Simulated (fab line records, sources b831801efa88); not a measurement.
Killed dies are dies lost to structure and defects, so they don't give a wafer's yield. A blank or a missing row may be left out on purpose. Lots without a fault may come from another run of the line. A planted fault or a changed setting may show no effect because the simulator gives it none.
Chamber matching | flow gf180mcu | GF_STI_CMP_25 on cmp-02: 4 sister chambers
The step polishes, stops on Si3N4, t overpolish 33 s, target thk 524.6 nm. 8 wafers are shown with their chamber, then 10 later ones without.

WAFERS WITH THEIR CHAMBER
wafer  | chamber | motor_current_A (A) | time_to_endpoint_s (s)
L079.2 | 1       | 12.8                | 124
L079.4 | 0       | 14.1                | 139
L086.5 | 0       | 14.7                | 139
L086.6 | 1       | 12.7                | 120
L088.1 | 2       | 12.3                | 127
L088.6 | 3       | 13.3                | 119
L089.2 | 3       | 13.9                | 118
L089.3 | 2       | 12.2                | 133

WAFERS WITHOUT THEIR CHAMBER
wafer  | motor_current_A (A) | time_to_endpoint_s (s)
L089.4 | 13.1                | 122
L090.1 | 14.7                | 130
L090.2 | 12.1                | 122
L090.5 | 14.4                | 112
L093.1 | 15.1                | 122
L093.2 | 14.8                | 135
L093.4 | 12.7                | 123
L095.1 | 14.2                | 132
L095.3 | 14.2                | 118
L095.5 | 14.5                | 115

WHICH CHAMBER EACH WENT THROUGH
wafer  | from the rows above     | in truth
L089.4 | can't be placed: 1 or 3 | 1
L090.1 | 0                       | 0
L090.2 | can't be placed: 1 or 2 | 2
L090.5 | 3                       | 3
L093.1 | can't be placed: 3 or 0 | 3
L093.2 | 0                       | 0
L093.4 | 1                       | 1
L095.1 | 0                       | 0
L095.3 | 3                       | 3
L095.5 | 3                       | 3
Placed correctly: 7 of 10. Can't be placed from these rows: 3 (the true chamber is among the candidates in 3). Placed wrongly: 0.
How it was worked out, from the rows above alone: a wafer's distance from a chamber is the root of the sum, over the readings, of the square of ((its reading less the chamber's mean) divided by the reading's scatter). The wafer belongs to the nearest chamber; if the next one is less than 2 further off, it can't be placed. A chamber's mean is the mean of its shown wafers. The scatter: the root of (the sum of the squares of (reading less its chamber's mean) over the shown wafers, divided by (wafers less chambers)).
